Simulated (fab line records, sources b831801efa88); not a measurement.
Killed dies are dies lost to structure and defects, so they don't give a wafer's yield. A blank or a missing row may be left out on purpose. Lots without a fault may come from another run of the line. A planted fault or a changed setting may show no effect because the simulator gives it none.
Which tool did it? | flow gf180mcu | 12 lots, 36 wafers sampled, at 6 steps of a route of 602

WHAT THE GAUGES READ, wafer by wafer
GF_M3_RS_MEAS_05: measures by four-point-probe.
lot  | measured     | on            | M3_ALCU_RS (ohm/sq)
L296 | day 20 15:26 | film_metro-01 | 0.0701 0.0697 0.0705
L300 | day 22 11:31 | film_metro-04 | 0.0709 0.0703 0.0699
L303 | day 23 15:18 | film_metro-03 | 0.0682 0.0686 0.0687
L305 | day 24 05:17 | film_metro-01 | 0.0695 0.0700 0.0691
L307 | day 25 03:38 | film_metro-03 | 0.0690 0.0697 0.0693
L308 | day 25 05:16 | film_metro-04 | 0.0689 0.0702 0.0707
L310 | day 25 18:53 | film_metro-01 | 0.0681 0.0690 0.0687
L311 | day 26 03:49 | film_metro-03 | 0.0698 0.0704 0.0703
L312 | day 26 07:25 | film_metro-04 | 0.0695 0.0695 0.0688
L313 | day 26 23:56 | film_metro-04 | 0.0711 0.0707 0.0704
L314 | day 27 01:54 | film_metro-04 | 0.0699 0.0716 0.0687
L318 | day 28 04:49 | film_metro-01 | 0.0708 0.0698 0.0696

GF_V3_THK_MEAS_03.
lot  | measured     | on            | V3_CVD_02_THK (nm)
L296 | day 21 16:13 | film_metro-02 | 849 848 876
L300 | day 24 02:01 | film_metro-04 | 860 848 872
L303 | day 24 12:37 | film_metro-01 | 842 878 854
L305 | day 25 04:37 | film_metro-04 | 852 841 881
L307 | day 26 01:55 | film_metro-02 | 862 836 867
L308 | day 26 03:37 | film_metro-02 | 862 849 864
L310 | day 26 16:11 | film_metro-01 | 268 874 276
L311 | day 27 01:32 | film_metro-02 | 267 852 851
L312 | day 27 05:35 | film_metro-01 | 848 866 263
L313 | day 27 20:41 | film_metro-01 | 846 848 865
L314 | day 27 23:14 | film_metro-02 | 850 826 857
L318 | day 29 00:44 | film_metro-02 | 846 827 836

GF_V3_BOW_MEAS_05.
lot  | measured     | on            | V3_BOW (um)
L296 | day 21 16:35 | film_metro-04 | 104 105 110
L300 | day 24 02:22 | film_metro-04 | 109 129 116
L303 | day 24 12:58 | film_metro-04 | 125 139 124
L305 | day 25 04:58 | film_metro-04 | 124 113 113
L307 | day 26 02:17 | film_metro-02 | 117 115 126
L308 | day 26 03:58 | film_metro-02 | 114 117 116
L310 | day 26 16:34 | film_metro-04 | 113 113 116
L311 | day 27 01:58 | film_metro-02 | 105 120 123
L312 | day 27 05:58 | film_metro-04 | 110 114 102
L313 | day 27 21:03 | film_metro-04 | 106 106 117
L314 | day 27 23:36 | film_metro-02 | 113 127 122
L318 | day 29 01:05 | film_metro-01 | 127 132 123

GF_V3_OVL_MEAS_15.
lot  | measured     | on         | V3_OVL (nm)
L296 | day 22 16:35 | overlay-02 | 1 -6 -4
L300 | day 25 00:08 | overlay-01 | -2 -5 -6
L303 | day 25 10:32 | overlay-01 | -7 -5 -5
L305 | day 26 02:14 | overlay-01 | 5 1 -5
L307 | day 26 23:38 | overlay-02 | -6 -1 -1
L308 | day 27 00:49 | overlay-01 | -5 -2 -4
L310 | day 27 13:05 | overlay-02 | -5 2 -8
L311 | day 27 22:40 | overlay-02 | -1 1 -13
L312 | day 28 01:44 | overlay-02 | 4 11 -1
L313 | day 28 17:11 | overlay-02 | -6 -6 -4
L314 | day 28 18:47 | overlay-02 | -5 4 1
L318 | day 29 20:05 | overlay-01 | -12 -9 -9

WHICH TOOL RAN EACH LOT (tool, then ch and the chambers of the sampled wafers, then the start)
lot  | GF_V3_CVD_02                    | GF_V3_CMP_04
L296 | pecvd-01 ch 0,1,2, day 21 16:07 | cmp-02 ch 0,1, day 21 16:15
L300 | pecvd-01 ch 0,1,2, day 24 01:56 | cmp-02 ch 0,1,2, day 24 02:04
L303 | pecvd-04 ch 0,1,2, day 24 12:32 | cmp-01 ch 0,1,3, day 24 12:46
L305 | pecvd-02 ch 0,1,2, day 25 04:32 | cmp-02 ch 0,2, day 25 04:40
L307 | pecvd-02 ch 0,1,2, day 26 01:50 | cmp-02 ch 0,1,3, day 26 02:01
L308 | pecvd-04 ch 1,2, day 26 03:32   | cmp-01 ch 0,2, day 26 03:43
L310 | pecvd-04 ch 0,1, day 26 16:07   | cmp-01 ch 2,3, day 26 16:17
L311 | pecvd-04 ch 0,1,2, day 27 01:28 | cmp-02 ch 0,2,3, day 27 01:40
L312 | pecvd-04 ch 0,1, day 27 05:29   | cmp-01 ch 0,1,3, day 27 05:43
L313 | pecvd-01 ch 0,1,2, day 27 20:36 | cmp-01 ch 0,2,3, day 27 20:47
L314 | pecvd-02 ch 0,1, day 27 23:09   | cmp-01 ch 0,2,3, day 27 23:17
L318 | pecvd-02 ch 0,1,2, day 29 00:40 | cmp-01 ch 0,2, day 29 00:47
- GF_V3_CVD_02: deposits SiO2 from TEOS, target thk 850 nm, time 94.851 s.
- GF_V3_CMP_04: polishes SiO2.

WHAT THE TOOLS THEMSELVES READ (means of the sampled wafers that have a number; where no wafer has one, the mark that the record gives instead)
GF_V3_CVD_02.
lot  | tool     | heater_power_w (W) | run_length_s (s) | susceptor_temp_C (C)
L296 | pecvd-01 | 739                | 123.0            | 400.08
L300 | pecvd-01 | 728                | 122.6            | 399.95
L303 | pecvd-04 | 636                | 123.3            | 399.93
L305 | pecvd-02 | 760                | 122.5            | 399.96
L307 | pecvd-02 | 746                | 122.6            | 400.32
L308 | pecvd-04 | 692                | 123.3            | 399.99
L310 | pecvd-04 | 579                | 80.1             | 399.90
L311 | pecvd-04 | 620                | 101.6            | 400.06
L312 | pecvd-04 | 653                | 101.4            | 399.80
L313 | pecvd-01 | 718                | 122.6            | 399.93
L314 | pecvd-02 | 739                | 122.5            | 400.04
L318 | pecvd-02 | 740                | 122.6            | 399.93

GF_V3_CMP_04.
lot  | tool   | motor_current_A (A) | time_to_endpoint_s (s)
L296 | cmp-02 | 12.2                | 79
L300 | cmp-02 | 12.7                | 83
L303 | cmp-01 | 10.8                | 87
L305 | cmp-02 | 12.4                | 83
L307 | cmp-02 | 12.5                | 78
L308 | cmp-01 | 10.5                | 83
L310 | cmp-01 | 12.0                | 36
L311 | cmp-02 | 12.2                | 56
L312 | cmp-01 | 10.7                | 57
L313 | cmp-01 | 11.2                | 79
L314 | cmp-01 | 11.4                | 76
L318 | cmp-01 | 11.7                | 78

THE ANSWER, worked out from the rows above alone
Rule: what is usual is taken from the lots themselves. Put in order of their means at a reading, lots are off if they are a third of the lots or fewer, leave a main group of 4 or more, and stand apart from it by a gap of 3 or more times the standard deviation of the main group's means; of several such gaps the widest counts. A main group whose means are all the same, to the digits that the tables above print for the reading, isn't used. A lot without any number at a reading at which 4 lots or more have one is off too. The other lots that the step has rows for count as sound. The gauges are gone through in route order, then the tools' own readings, and for those a lot's mean is taken as printed above. The first step at which some lot is off is used, and at that step the reading that is off furthest; a lot without a number counts as furthest.
Off: L310, L311, L312, at GF_V3_THK_MEAS_03 (V3_CVD_02_THK). The main group: mean 853 nm, standard deviation 7.5.
A tool fits if, at a process step before that reading, it ran every lot that is off, and no sound lot after the first of them. The gauges at GF_V3_THK_MEAS_03 aren't tried: what is off there is off at GF_V3_CVD_02 too, on other tools, and a gauge's error can't cause that. One fits: pecvd-04 at GF_V3_CVD_02. Its last sound lot is L308 (day 26 03:32), its first lot that is off L310 (day 26 16:07): a fault that began between those two fits.
The tool's own readings at GF_V3_CVD_02 bear it out: on the lots that are off they differ by more than 5 times the standard deviation of the sound lots' means. run_length_s reads 94.4 s there against 122.8 s on the sound lots.

WHAT THE SIMULATOR HAD PUT IN
Process parameter drift: pecvd-04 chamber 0, from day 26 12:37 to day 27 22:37, at GF_V3_CVD_02. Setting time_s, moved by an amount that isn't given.
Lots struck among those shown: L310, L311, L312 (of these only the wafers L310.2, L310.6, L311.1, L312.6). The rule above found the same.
